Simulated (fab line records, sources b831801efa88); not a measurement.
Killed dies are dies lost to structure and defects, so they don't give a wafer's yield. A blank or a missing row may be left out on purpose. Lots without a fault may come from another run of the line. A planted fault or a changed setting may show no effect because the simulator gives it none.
One fault seen from 2 desks | flow gf180mcu | each desk has only its own numbers; what lay behind them comes last

THE METROLOGY DESK
What the gauges read, lot by lot, whatever tool the lot ran on: means of the sampled wafers that have a number. A lot is out of limits, marked OUT, if its mean lies more than 4 standard deviations from the usual mean; the brackets give that distance.
Columns: A = cd_nm at GF_V2_CD_MEAS_14, usual 260.1 nm
lot  | first seen here | A
L146 | day 20 06:14    | 261.0
L147 | day 21 09:38    | 259.4
L148 | day 21 12:30    | 258.9
L149 | day 21 18:06    | 260.1
L151 | day 22 09:12    | 259.5
L154 | day 23 00:29    | 258.6
L157 | day 23 21:41    | 262.1
L161 | day 25 10:01    | 262.1
L163 | day 26 04:45    | 259.4
L164 | day 26 13:52    | 261.0
L166 | day 27 04:06    | 260.5
L167 | day 27 14:13    | 259.9
L169 | day 27 21:21    | 261.1
This desk's finding: nothing out of limits on any of the 13 lots.

THE TOOL OWNER'S DESK: rie_diel-04
The tool's own readings at GF_V2_ETCH_16 (etches BARC in N2/H2): means of the sampled wafers that have a number, for each lot that ran on this tool. A lot is out of limits, marked OUT, if its mean lies more than 4 standard deviations from the usual mean; the brackets give that distance.
Columns: A = drypump_motor_current_A at GF_V2_ETCH_16, usual 5.5 A; B = oes_product_au at GF_V2_ETCH_16, usual 0.855 a.u.; C = rf_fwd_power_W at GF_V2_ETCH_16, usual 494.9 W; D = throttle_valve_pct at GF_V2_ETCH_16, usual 13.224 %
lot  | first seen here | A   | B     | C               | D
L148 | day 21 12:39    | 5.6 | 0.855 | 494.0           | 13.231
L149 | day 21 18:15    | 5.5 | 0.849 | 494.7           | 13.225
L154 | day 23 00:36    | 5.6 | 0.854 | 493.6           | 13.223
L161 | day 25 10:10    | 5.7 | 0.857 | 575.7 (+40) OUT | 13.229
L163 | day 26 04:54    | 6.0 | 0.856 | 575.0 (+40) OUT | 13.224
This desk's finding: out of limits on L161, L163; first on L161, day 25 10:10 (rf_fwd_power_W at GF_V2_ETCH_16). In limits: L148, L149, L154.

PUT TOGETHER
The tool owner's desk could have raised an alarm at day 25 10:10, on L161, L163.
The metrology desk saw nothing out of limits.
The metrology desk has L161, L163 on record, within its limits.
Of the lots named, all ran GF_V2_ETCH_16 on rie_diel-04.

WHAT THE SIMULATOR HAD PUT IN
Process parameter drift: rie_diel-04, from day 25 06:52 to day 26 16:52, at GF_V2_ETCH_16. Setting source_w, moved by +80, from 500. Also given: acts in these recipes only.
Lots struck among those shown: L161, L163.
Hours from the fault's start to each desk's first reading out of limits: the tool owner's desk, 3.
